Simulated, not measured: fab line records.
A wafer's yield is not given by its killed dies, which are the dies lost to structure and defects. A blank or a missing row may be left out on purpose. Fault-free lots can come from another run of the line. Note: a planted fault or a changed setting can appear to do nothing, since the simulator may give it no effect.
fab line records | flow gf180mcu
record lots=10 | wafers=30 | last-day=34
route steps=602 shown DUAL_GATE@154 POLY_GATE@171 HV_LDD@198
lots that met no fault: from a run of the same line without faults
start-h: hours from the record's first day to the start of the lot's first wafer shown | wait-h: hours since the lot's step before | " same as the row above | L1.1+2: one row covering several wafers at once | - no value present, or no start provided | * or withheld: withheld | < > ~ a bound
route shown NAME@n: a module of which the file shows steps, and the number in the route of the first | usual: the fault-free wafers' mean and standard deviation | same: alike in all rows | chamber/n: place in a boat | sites: per-site readings | _std_site: how widely they spread, as a standard deviation | _edge_site: outer sites' mean less inner sites' | radius-mm: for every site, how far away it sits from the centre of the wafer | mask NAME#n: copy n | behind: the last tool/chamber to shape the wafer | hold: why the lot went on hold/how many hours it stayed there/how the hold came to an end | device: the transistor (n, p or np) that didn't switch | end of line: tests run on the same wafers once the route is complete | a step given without rows: its recipe and nothing more | killed: at the first sort, the dies lost to defects and structure; wafer yield is something else | map: a wafer's dies, x killed, . not, _ none there
set.NAME: the setting the step ran with; set.NAME@STEP: the setting that earlier step ran with | model.NAME: the simulator's own value behind a step, which no gauge read
route steps across a sampled set of lots; one table per step, one row per wafer
services: a tool's chamber out of use, with start hour (start-h, from the record's first day; less than 0 if before it), hours out, and reason
## steps
# step GF_DUAL_GATE_STRIP_13
# recipe chemistry=O2/N2 | power-w=1400 | pressure-mtorr=1500 | platen-temp-c=250 | o2-flow-sccm=3000 | n2-flow-sccm=300 | overash-fraction=0.5
# usual chamber-pressure-mTorr=1500.0/1.3 | drypump-motor-current-A=5.5/0.32 | heater-power-w=319/27 | oes-product-au=0.716/0.0044 | platen-temp-c=250.02/0.18 | strip-time-to-endpoint-s=12.63/0.031
lot.wafer | tool            | chamber | start-h | wait-h | chamber-pressure-mTorr | drypump-motor-current-A | heater-power-w | oes-product-au | platen-temp-c | rf-hours-counter-h | strip-time-to-endpoint-s
L395.2    | plasma-asher-01 | 0       | 176.78  | 0.0    | 1499.8                 | 5.3                     | 306            | 0.720          | 249.75        | 50                 | 12.59
L395.4    | "               | 1       | "       | "      | 1499.5                 | 5.5                     | 296            | 0.709          | 249.98        | -                  | 12.60
L395.5    | "               | 0       | "       | "      | 1501.5                 | 5.3                     | 298            | 0.718          | 249.87        | -                  | 12.63
L397.3    | plasma-asher-02 | 0       | 190.27  | 0.0    | 1499.2                 | 6.2                     | 333            | 0.715          | 250.02        | -                  | 12.64
L397.4    | "               | 1       | "       | "      | 1501.3                 | 5.5                     | 297            | 0.712          | 249.97        | -                  | 12.69
L397.5    | "               | 0       | "       | "      | 1498.1                 | 6.2                     | 339            | 0.713          | 249.96        | -                  | 12.68
L399.2    | plasma-asher-01 | 1       | 201.27  | 0.0    | 1501.2                 | 5.5                     | 307            | 0.722          | 250.21        | 53                 | 12.63
L399.3    | "               | 0       | "       | "      | 1499.8                 | 5.3                     | 310            | 0.718          | 250.07        | -                  | 12.62
L399.6    | "               | 0       | "       | "      | 1500.2                 | 5.3                     | 303            | 0.724          | 249.93        | -                  | 12.62
L402.1    | plasma-asher-02 | 0       | 223.49  | 0.0    | 1497.4                 | 6.2                     | 342            | 0.724          | 249.68        | 53                 | 12.65
L402.3    | "               | 0       | "       | "      | 1501.0                 | 6.2                     | 338            | 0.715          | 250.09        | -                  | 12.64
L402.6    | "               | 0       | "       | "      | 1500.4                 | 6.3                     | 340            | 0.709          | 250.08        | -                  | 12.65
L403.1    | plasma-asher-01 | 1       | 236.35  | 0.0    | 1498.3                 | 5.5                     | 307            | 0.710          | 249.85        | 56                 | 12.64
L403.2    | "               | 0       | "       | "      | 1499.9                 | 5.3                     | 315            | 0.718          | 250.11        | 56                 | 12.65
L403.6    | "               | 0       | "       | "      | 1501.3                 | 5.3                     | 300            | 0.717          | 249.86        | -                  | 12.65
L407.3    | plasma-asher-01 | 1       | 261.54  | 0.0    | 1500.1                 | 5.5                     | 300            | 0.708          | 250.40        | -                  | 12.59
L407.4    | "               | 0       | "       | "      | 1501.8                 | 5.3                     | 291            | 0.716          | 250.13        | -                  | 12.59
L407.6    | "               | 1       | "       | "      | 1500.9                 | 5.5                     | 301            | 0.719          | 250.35        | -                  | 12.59
L415.1    | plasma-asher-02 | 1       | 318.75  | 0.0    | 1498.2                 | 5.5                     | 287            | 0.713          | 249.88        | 63                 | 12.62
L415.2    | "               | 0       | "       | "      | 1501.0                 | 6.2                     | 333            | 0.713          | 249.85        | 63                 | 12.63
L415.4    | "               | 1       | "       | "      | 1501.0                 | 5.5                     | 294            | 0.717          | 250.32        | -                  | 12.65
L416.1    | plasma-asher-01 | 0       | 325.29  | 0.0    | 1500.9                 | 5.3                     | 299            | 0.716          | 249.87        | 65                 | 12.65
L416.2    | "               | 1       | "       | "      | 1500.1                 | 5.5                     | 302            | 0.721          | 249.85        | 65                 | 12.64
L416.5    | "               | 0       | "       | "      | 1500.0                 | 5.3                     | 305            | 0.714          | 249.71        | -                  | 12.63
L417.2    | plasma-asher-03 | 0       | 333.16  | 0.0    | 1500.3                 | 5.4                     | 323            | 0.726          | 250.04        | 57                 | 12.59
L417.4    | "               | 0       | "       | "      | 1495.8                 | 5.4                     | 320            | 0.712          | 250.09        | -                  | 12.59
L417.5    | "               | 0       | "       | "      | 1499.5                 | 5.4                     | 319            | 0.719          | 250.09        | -                  | 12.61
L418.4    | plasma-asher-01 | 1       | 333.66  | 0.0    | 1501.9                 | 5.5                     | 303            | 0.716          | 250.23        | -                  | 12.64
L418.5    | "               | 1       | "       | "      | 1500.6                 | 5.5                     | 290            | 0.709          | 250.32        | -                  | 12.66
L418.6    | "               | 0       | "       | "      | 1501.5                 | 5.3                     | 303            | 0.716          | 249.83        | -                  | 12.66
# step GF_POLY_GATE_STRIP_14
# recipe chemistry=O2/N2 | power-w=1400 | pressure-mtorr=1500 | platen-temp-c=250 | o2-flow-sccm=3000 | n2-flow-sccm=300 | overash-fraction=0.5
# usual chamber-pressure-mTorr=1500.1/1.4 | drypump-motor-current-A=5.8/0.37 | heater-power-w=320/36 | oes-product-au=0.505/0.0047 | platen-temp-c=250.02/0.22
lot.wafer | tool            | chamber | start-h | wait-h | chamber-pressure-mTorr | drypump-motor-current-A | heater-power-w | oes-product-au | platen-temp-c | rf-hours-counter-h
L395.2    | plasma-asher-01 | 1       | 197.18  | 0.0    | 1501.7                 | 5.5                     | 315            | 0.516          | 250.11        | 52
L395.4    | "               | 1       | "       | "      | 1498.8                 | 5.5                     | 307            | 0.506          | 250.00        | -
L395.5    | "               | 1       | "       | "      | 1501.6                 | 5.5                     | 300            | 0.511          | 250.22        | -
L397.3    | plasma-asher-04 | 1       | 211.44  | 0.1    | 1500.9                 | 6.2                     | 292            | 0.507          | 250.10        | -
L397.4    | "               | 0       | "       | "      | 1501.1                 | 5.9                     | 389            | 0.500          | 249.95        | -
L397.5    | "               | 0       | "       | "      | 1500.1                 | 5.9                     | 381            | 0.511          | 249.88        | -
L399.2    | plasma-asher-02 | 0       | 222.15  | 0.0    | 1501.7                 | 6.2                     | 343            | 0.506          | 250.00        | 53
L399.3    | "               | 0       | "       | "      | 1497.8                 | 6.2                     | 348            | 0.504          | 250.13        | -
L399.6    | "               | 0       | "       | "      | 1499.3                 | 6.2                     | 342            | 0.517          | 250.41        | -
L402.1    | plasma-asher-04 | 1       | 247.40  | 0.0    | 1502.1                 | 6.3                     | 286            | 0.515          | 250.10        | 15
L402.3    | "               | 0       | "       | "      | 1502.1                 | 5.9                     | 392            | 0.504          | 250.30        | -
L402.6    | "               | 0       | "       | "      | 1498.4                 | 5.9                     | 381            | 0.497          | 250.04        | -
L403.1    | plasma-asher-02 | 1       | 258.92  | 0.0    | 1498.2                 | 5.5                     | 286            | 0.508          | 249.81        | 57
L403.2    | "               | 0       | "       | "      | 1499.8                 | 6.2                     | 336            | 0.498          | 250.44        | 57
L403.6    | "               | 1       | "       | "      | 1497.7                 | 5.5                     | 286            | 0.505          | 249.68        | -
L407.3    | plasma-asher-02 | 1       | 285.35  | 0.1    | 1499.5                 | 5.5                     | 287            | 0.507          | 249.86        | -
L407.4    | "               | 0       | "       | "      | 1501.5                 | 6.2                     | 339            | 0.503          | 250.12        | -
L407.6    | "               | 0       | "       | "      | 1497.0                 | 6.2                     | 340            | 0.493          | 250.21        | -
L415.1    | plasma-asher-01 | 1       | 343.95  | 0.0    | 1501.1                 | 5.5                     | 296            | 0.492          | 249.87        | 67
L415.2    | "               | 0       | "       | "      | 1501.4                 | 5.3                     | 302            | 0.509          | 250.21        | 67
L415.4    | "               | 0       | "       | "      | 1498.1                 | 5.3                     | 300            | 0.497          | 249.86        | -
L416.1    | plasma-asher-04 | 1       | 352.66  | 0.0    | 1500.8                 | 6.3                     | 291            | 0.511          | 249.96        | 26
L416.2    | "               | 0       | "       | "      | 1500.6                 | 5.8                     | 387            | 0.506          | 250.16        | 26
L416.5    | "               | 1       | "       | "      | 1500.1                 | 6.3                     | 292            | 0.510          | 250.26        | -
L417.2    | plasma-asher-04 | 0       | 358.40  | 0.0    | 1500.6                 | 5.8                     | 391            | 0.512          | 249.91        | 27
L417.4    | "               | 0       | "       | "      | 1499.0                 | 5.9                     | 375            | 0.507          | 250.01        | -
L417.5    | "               | 0       | "       | "      | 1499.0                 | 5.9                     | 386            | 0.507          | 250.00        | -
L418.4    | plasma-asher-04 | 0       | 360.89  | 0.0    | 1498.2                 | 5.8                     | 391            | 0.499          | 249.86        | -
L418.5    | "               | 0       | "       | "      | 1500.1                 | 5.8                     | 387            | 0.509          | 250.02        | -
L418.6    | "               | 1       | "       | "      | 1499.1                 | 6.2                     | 293            | 0.505          | 250.21        | -
# step GF_HV_LDD_STRIP_22
# recipe chemistry=O2/N2 | power-w=1400 | pressure-mtorr=1500 | platen-temp-c=250 | o2-flow-sccm=3000 | n2-flow-sccm=300 | overash-fraction=0.5
# usual chamber-pressure-mTorr=1500.0/1.4 | drypump-motor-current-A=5.6/0.32 | heater-power-w=325/33 | oes-product-au=0.716/0.004 | platen-temp-c=250.03/0.19 | strip-time-to-endpoint-s=12.62/0.036
lot.wafer | tool            | chamber | start-h | wait-h | chamber-pressure-mTorr | drypump-motor-current-A | heater-power-w | oes-product-au | platen-temp-c | rf-hours-counter-h | strip-time-to-endpoint-s
L395.2    | plasma-asher-01 | 1       | 234.26  | 0.1    | 1501.2                 | 5.5                     | 298            | 0.723          | 250.00        | 56                 | 12.68
L395.4    | "               | 0       | "       | "      | 1499.4                 | 5.3                     | 301            | 0.713          | 250.13        | -                  | 12.70
L395.5    | "               | 1       | "       | "      | 1500.2                 | 5.5                     | 305            | 0.722          | 250.01        | -                  | 12.67
L397.3    | plasma-asher-01 | 1       | 249.38  | 0.1    | 1498.6                 | 5.5                     | 302            | 0.717          | 249.82        | -                  | 12.65
L397.4    | "               | 0       | "       | "      | 1501.0                 | 5.3                     | 314            | 0.712          | 250.03        | -                  | 12.65
L397.5    | "               | 0       | "       | "      | 1498.7                 | 5.3                     | 305            | 0.719          | 250.08        | -                  | 12.60
L399.2    | plasma-asher-04 | 1       | 263.63  | 0.1    | 1500.7                 | 6.3                     | 292            | 0.708          | 249.74        | 17                 | 12.66
L399.3    | "               | 0       | "       | "      | 1501.1                 | 5.9                     | 383            | 0.716          | 250.27        | -                  | 12.65
L399.6    | "               | 1       | "       | "      | 1497.6                 | 6.3                     | 286            | 0.714          | 250.04        | -                  | 12.63
L402.1    | plasma-asher-03 | 0       | 288.77  | 0.1    | 1499.1                 | 5.3                     | 310            | 0.710          | 249.91        | 53                 | 12.64
L402.3    | "               | 1       | "       | "      | 1498.5                 | 5.4                     | 374            | 0.716          | 250.03        | -                  | 12.62
L402.6    | "               | 1       | "       | "      | 1499.5                 | 5.5                     | 359            | 0.723          | 249.87        | -                  | 12.64
L403.1    | plasma-asher-04 | 0       | 299.80  | 0.1    | 1499.7                 | 5.9                     | 376            | 0.716          | 250.17        | 21                 | 12.64
L403.2    | "               | 1       | "       | "      | 1501.2                 | 6.3                     | 284            | 0.713          | 249.94        | 21                 | 12.67
L403.6    | "               | 0       | "       | "      | 1500.8                 | 5.9                     | 386            | 0.716          | 249.97        | -                  | 12.65
L407.3    | plasma-asher-04 | 0       | 327.89  | 0.1    | 1500.4                 | 5.8                     | 388            | 0.714          | 250.13        | -                  | 12.60
L407.4    | "               | 1       | "       | "      | 1499.0                 | 6.2                     | 294            | 0.720          | 249.88        | -                  | 12.63
L407.6    | "               | 1       | "       | "      | 1500.0                 | 6.2                     | 293            | 0.714          | 249.81        | -                  | 12.58
L415.1    | plasma-asher-01 | 1       | 391.38  | 0.1    | 1499.2                 | 5.5                     | 308            | 0.715          | 250.37        | 71                 | 12.60
L415.2    | "               | 0       | "       | "      | 1498.5                 | 5.3                     | 299            | 0.710          | 249.88        | 71                 | 12.60
L415.4    | "               | 1       | "       | "      | 1502.8                 | 5.5                     | 301            | 0.722          | 250.11        | -                  | 12.56
L416.1    | plasma-asher-04 | 1       | 399.00  | 0.1    | -                      | -                       | -              | -              | -             | -                  | -
L416.2    | "               | 0       | "       | "      | -                      | -                       | -              | -              | -             | -                  | -
L416.5    | "               | 1       | "       | "      | -                      | -                       | -              | -              | -             | -                  | -
L417.2    | plasma-asher-04 | 1       | 405.54  | 0.1    | -                      | -                       | -              | -              | -             | -                  | -
L417.4    | "               | 1       | "       | "      | -                      | -                       | -              | -              | -             | -                  | -
L417.5    | "               | 0       | "       | "      | -                      | -                       | -              | -              | -             | -                  | -
L418.4    | plasma-asher-03 | 1       | 409.66  | 0.1    | 1500.7                 | 5.5                     | 362            | 0.724          | 250.10        | -                  | 12.69
L418.5    | "               | 1       | "       | "      | 1496.9                 | 5.4                     | 361            | 0.713          | 249.86        | -                  | 12.64
L418.6    | "               | 0       | "       | "      | 1497.2                 | 5.3                     | 326            | 0.721          | 249.81        | -                  | 12.66
# step GF_HV_LDD_STRIP_37
# recipe chemistry=O2/N2 | power-w=1400 | pressure-mtorr=1500 | platen-temp-c=250 | o2-flow-sccm=3000 | n2-flow-sccm=300 | overash-fraction=0.5
# usual chamber-pressure-mTorr=1500.2/1.3 | drypump-motor-current-A=5.53/0.3 | heater-power-w=324/32 | oes-product-au=0.716/0.0045 | platen-temp-c=250.02/0.18 | strip-time-to-endpoint-s=12.613/0.026
lot.wafer | tool            | chamber | start-h | wait-h | chamber-pressure-mTorr | drypump-motor-current-A | heater-power-w | oes-product-au | platen-temp-c | rf-hours-counter-h | strip-time-to-endpoint-s
L395.2    | plasma-asher-03 | 1       | 253.91  | 0.1    | 1500.2                 | 5.45                    | 373            | 0.722          | 250.14        | 49                 | 12.614
L395.4    | "               | 1       | "       | "      | 1500.9                 | 5.45                    | 372            | 0.718          | 249.94        | -                  | 12.571
L395.5    | "               | 0       | "       | "      | 1500.1                 | 5.35                    | 324            | 0.709          | 250.17        | -                  | 12.587
L397.3    | plasma-asher-01 | 1       | 269.76  | 0.1    | 1499.4                 | 5.49                    | 301            | 0.714          | 249.83        | -                  | 12.599
L397.4    | "               | 0       | "       | "      | 1500.6                 | 5.28                    | 305            | 0.711          | 250.05        | -                  | 12.628
L397.5    | "               | 0       | "       | "      | 1501.8                 | 5.30                    | 308            | 0.722          | 250.26        | -                  | 12.652
L399.2    | plasma-asher-04 | 0       | 283.06  | 0.1    | 1499.6                 | 5.87                    | 384            | 0.722          | 249.94        | 19                 | 12.616
L399.3    | "               | 0       | "       | "      | 1496.7                 | 5.89                    | 379            | 0.713          | 250.24        | -                  | 12.642
L399.6    | "               | 1       | "       | "      | 1500.3                 | 6.25                    | 289            | 0.717          | 249.87        | -                  | 12.650
L402.1    | plasma-asher-01 | 0       | 308.75  | 0.1    | 1499.2                 | 5.29                    | 312            | 0.717          | 250.04        | 63                 | 12.611
L402.3    | "               | 0       | "       | "      | 1498.1                 | 5.27                    | 303            | 0.717          | 250.22        | -                  | 12.596
L402.6    | "               | 0       | "       | "      | 1502.9                 | 5.25                    | 300            | 0.721          | 250.59        | -                  | 12.606
L403.1    | plasma-asher-03 | 1       | 319.21  | 0.1    | 1498.3                 | 5.43                    | 371            | 0.715          | 250.10        | 56                 | 12.616
L403.2    | "               | 0       | "       | "      | 1500.4                 | 5.37                    | 311            | 0.720          | 250.00        | 56                 | 12.602
L403.6    | "               | 1       | "       | "      | 1498.0                 | 5.46                    | 376            | 0.713          | 250.09        | -                  | 12.584
L407.3    | plasma-asher-04 | 0       | 349.81  | 0.1    | 1498.7                 | 5.91                    | 387            | 0.720          | 249.87        | -                  | 12.653
L407.4    | "               | 1       | "       | "      | 1500.4                 | 6.28                    | 293            | 0.719          | 250.41        | -                  | 12.652
L407.6    | "               | 0       | "       | "      | 1500.4                 | 5.87                    | 396            | 0.708          | 250.22        | -                  | 12.623
L415.1    | plasma-asher-01 | 1       | 415.63  | 0.1    | 1500.8                 | 5.50                    | 315            | 0.715          | 249.72        | 74                 | 12.615
L415.2    | "               | 0       | "       | "      | 1499.3                 | 5.32                    | 305            | 0.718          | 249.92        | 74                 | 12.603
L415.4    | "               | 1       | "       | "      | 1498.1                 | 5.50                    | 305            | 0.720          | 250.15        | -                  | 12.631
L416.1    | plasma-asher-03 | 1       | 423.24  | 0.2    | 1500.1                 | 5.44                    | 366            | 0.718          | 250.11        | 67                 | 27.566
L416.2    | "               | 0       | "       | "      | 1501.3                 | 5.34                    | 315            | 0.719          | 249.74        | 67                 | 27.526
L416.5    | "               | 1       | "       | "      | 1499.1                 | 5.45                    | 370            | 0.723          | 250.08        | -                  | 27.534
L417.2    | plasma-asher-04 | 0       | 429.54  | 0.1    | 1503.0                 | 5.88                    | 385            | 0.713          | 249.96        | 35                 | 27.576
L417.4    | "               | 0       | "       | "      | 1503.0                 | 5.89                    | 393            | 0.716          | 249.97        | -                  | 27.542
L417.5    | "               | 0       | "       | "      | 1500.1                 | 5.86                    | 386            | 0.717          | 249.87        | -                  | 27.603
L418.4    | plasma-asher-03 | 1       | 433.34  | 0.1    | 1500.6                 | 5.46                    | 369            | 0.720          | 250.23        | -                  | 12.598
L418.5    | "               | 1       | "       | "      | 1500.1                 | 5.47                    | 372            | 0.716          | 249.61        | -                  | 12.571
L418.6    | "               | 0       | "       | "      | 1497.9                 | 5.34                    | 325            | 0.717          | 249.94        | -                  | 12.577
# step GF_HV_LDD_TW_MEAS_38
# usual HV_LDD_3_TW=1435/12
lot.wafer | tool          | chamber | start-h | wait-h | hold                     | HV_LDD_3_TW
L395.2    | film-metro-04 | -       | 254.02  | 0.1    | -                        | 1432
L395.4    | "             | -       | "       | "      | -                        | 1432
L395.5    | "             | -       | "       | "      | -                        | 1431
L397.3    | film-metro-01 | -       | 269.85  | 0.1    | -                        | 1438
L397.4    | "             | -       | "       | "      | -                        | 1435
L397.5    | "             | -       | "       | "      | -                        | 1439
L399.2    | film-metro-04 | -       | 283.17  | 0.1    | -                        | 1439
L399.3    | "             | -       | "       | "      | -                        | 1444
L399.6    | "             | -       | "       | "      | -                        | 1446
L402.1    | film-metro-01 | -       | 308.85  | 0.1    | -                        | 1438
L402.3    | "             | -       | "       | "      | -                        | 1445
L402.6    | "             | -       | "       | "      | -                        | 1435
L403.1    | film-metro-03 | -       | 319.31  | 0.1    | -                        | 1407
L403.2    | "             | -       | "       | "      | -                        | 1419
L403.6    | "             | -       | "       | "      | -                        | 1416
L407.3    | film-metro-01 | -       | 349.90  | 0.1    | -                        | 1432
L407.4    | "             | -       | "       | "      | -                        | 1431
L407.6    | "             | -       | "       | "      | -                        | 1433
L415.1    | film-metro-04 | -       | 415.73  | 0.1    | -                        | 1448
L415.2    | "             | -       | "       | "      | -                        | 1451
L415.4    | "             | -       | "       | "      | -                        | 1447
L416.1    | film-metro-01 | -       | 423.34  | 0.1    | await-dispo/0.2h/release | 30
L416.2    | "             | -       | "       | "      | await-dispo/0.2h/release | 30
L416.5    | "             | -       | "       | "      | await-dispo/0.2h/release | 30
L416.1    | film-metro-01 | -       | 423.56  | 0.2    | -                        | 30
L416.2    | "             | -       | "       | "      | -                        | 30
L416.5    | "             | -       | "       | "      | -                        | 30
L417.2    | film-metro-04 | -       | 429.65  | 0.1    | await-dispo/0.2h/release | 30
L417.4    | "             | -       | "       | "      | await-dispo/0.2h/release | 30
L417.5    | "             | -       | "       | "      | await-dispo/0.2h/release | 30
L417.2    | film-metro-04 | -       | 429.87  | 0.2    | -                        | 30
L417.4    | "             | -       | "       | "      | -                        | 30
L417.5    | "             | -       | "       | "      | -                        | 30
L418.4    | film-metro-04 | -       | 433.44  | 0.1    | -                        | 1440
L418.5    | "             | -       | "       | "      | -                        | 1435
L418.6    | "             | -       | "       | "      | -                        | 1441
# step GF_HV_LDD_OVL_MEAS_47
# usual HV_LDD_03_OVL=-1.6/1.6
lot.wafer | tool       | chamber | start-h | wait-h | HV_LDD_03_OVL[nm]
L395.2    | overlay-02 | -       | 273.00  | 0.1    | -1.6
L395.4    | "          | -       | "       | "      | -0.4
L395.5    | "          | -       | "       | "      | -0.7
L397.3    | overlay-02 | -       | 289.76  | 0.1    | -2.3
L397.4    | "          | -       | "       | "      | -2.2
L397.5    | "          | -       | "       | "      | -1.5
L399.2    | overlay-02 | -       | 302.47  | 0.1    | -2.1
L399.3    | "          | -       | "       | "      | -2.8
L399.6    | "          | -       | "       | "      | -0.5
L402.1    | overlay-02 | -       | 328.62  | 0.1    | 0.7
L402.3    | "          | -       | "       | "      | 0.0
L402.6    | "          | -       | "       | "      | -2.0
L403.1    | overlay-01 | -       | 339.94  | 0.1    | 0.5
L403.2    | "          | -       | "       | "      | 0.8
L403.6    | "          | -       | "       | "      | 1.0
L407.3    | overlay-01 | -       | 370.77  | 0.1    | -1.6
L407.4    | "          | -       | "       | "      | -2.1
L407.6    | "          | -       | "       | "      | -0.1
L415.1    | overlay-02 | -       | 438.71  | 0.1    | -1.8
L415.2    | "          | -       | "       | "      | 0.2
L415.4    | "          | -       | "       | "      | -2.9
L418.4    | overlay-01 | -       | 458.03  | 0.1    | -0.9
L418.5    | "          | -       | "       | "      | -2.2
L418.6    | "          | -       | "       | "      | -5.2
## services
tool            | chamber | start-h | hours | kind
plasma-asher-04 | -       | 229.60  | 7.2   | repair
plasma-asher-01 | -       | 367.62  | 3.5   | repair
plasma-asher-04 | -       | 368.14  | 0.5   | repair
plasma-asher-04 | -       | 370.12  | 6.4   | repair
plasma-asher-03 | -       | 398.89  | 5.1   | repair
plasma-asher-01 | -       | 421.25  | 9.0   | pm
plasma-asher-01 | 0       | 421.25  | 9.0   | vent-cycle
plasma-asher-01 | 1       | 421.25  | 9.0   | vent-cycle
plasma-asher-02 | -       | 424.56  | 1.4   | repair
plasma-asher-01 | 0       | 430.25  | -     | clean
plasma-asher-01 | 1       | 430.25  | -     | clean
## key
first-sign step=GF_HV_LDD_STRIP_22 | reading=tool-record | direction=missing
effect step=GF_HV_LDD_STRIP_37 | reading=strip-time-to-endpoint-s | direction=up | sigmas=99+ | usual=* | struck=*
effect step=GF_HV_LDD_TW_MEAS_38 | reading=visit | direction=added
effect step=GF_HV_LDD_TW_MEAS_38 | reading=HV_LDD_3_TW | direction=down | sigmas=99+ | usual=1435 | struck=30
met-at GF_HV_LDD_STRIP_22
struck-lots L416,L417
scrapped-behind GF_HV_LDD_TW_MEAS_38 L416.1,L416.2,L416.5,L417.2,L417.4,L417.5
not-acting-at GF_DUAL_GATE_STRIP_13,GF_POLY_GATE_STRIP_14,GF_HV_LDD_OVL_MEAS_47
onset-between 327.89 399.00
fault kind=skipped-step-whole | tool=plasma-asher-04 | chamber=- | onset-h=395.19 | steps=GF_HV_LDD_STRIP_22 | scope=struck-lots-only
